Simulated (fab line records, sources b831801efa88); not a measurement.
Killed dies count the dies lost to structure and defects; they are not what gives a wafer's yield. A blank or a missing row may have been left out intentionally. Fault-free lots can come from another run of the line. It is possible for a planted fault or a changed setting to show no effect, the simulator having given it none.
Chamber matching :: flow gf180mcu :: cmp-02 running GF_STI_CMP_25: 4 sister chambers
The step polishes, stops on Si3N4, t overpolish 33 s, target thk 524.6 nm. 4 wafers are shown with their chamber, then 7 later ones without.

WAFERS WITH THEIR CHAMBER
wafer: L976.6
chamber: 0
motor current A (A): 10.5

wafer: L986.4
chamber: 2
motor current A (A): 13.3

wafer: L989.1
chamber: 3
motor current A (A): 9.7

wafer: L989.4
chamber: 1
motor current A (A): 11.9

WAFERS MISSING THEIR CHAMBER
wafer: L989.5
motor current A (A): 9.5

wafer: L990.1
motor current A (A): 9.7

wafer: L990.2
motor current A (A): 14.0

wafer: L990.6
motor current A (A): 10.5

wafer: L991.1
motor current A (A): 12.2

wafer: L991.5
motor current A (A): 13.2

wafer: L991.6
motor current A (A): 11.9

WHICH CHAMBER EACH ONE RAN IN
wafer: L989.5
from the rows above: 3
in truth: 3

wafer: L990.1
from the rows above: 3
in truth: 3

wafer: L990.2
from the rows above: 2
in truth: 2

wafer: L990.6
from the rows above: 0
in truth: 0

wafer: L991.1
from the rows above: 1
in truth: 1

wafer: L991.5
from the rows above: 2
in truth: 2

wafer: L991.6
from the rows above: 1
in truth: 1
Correctly placed: 7 of 7. Number that these rows cannot place: 0. Number placed wrongly: 0.
How it was worked out, from the rows above alone: a wafer's distance from a chamber is the root of the sum, over the readings, of the square of ((its reading less the chamber's mean) divided by the reading's scatter). The wafer belongs to the nearest chamber; if the next one is less than 2 further off, it can't be placed. The mean given for a chamber averages the wafers shown for that chamber. The scatter: root of mean squared gap, hidden wafer to nearest shown wafer, with one shown wafer a chamber.
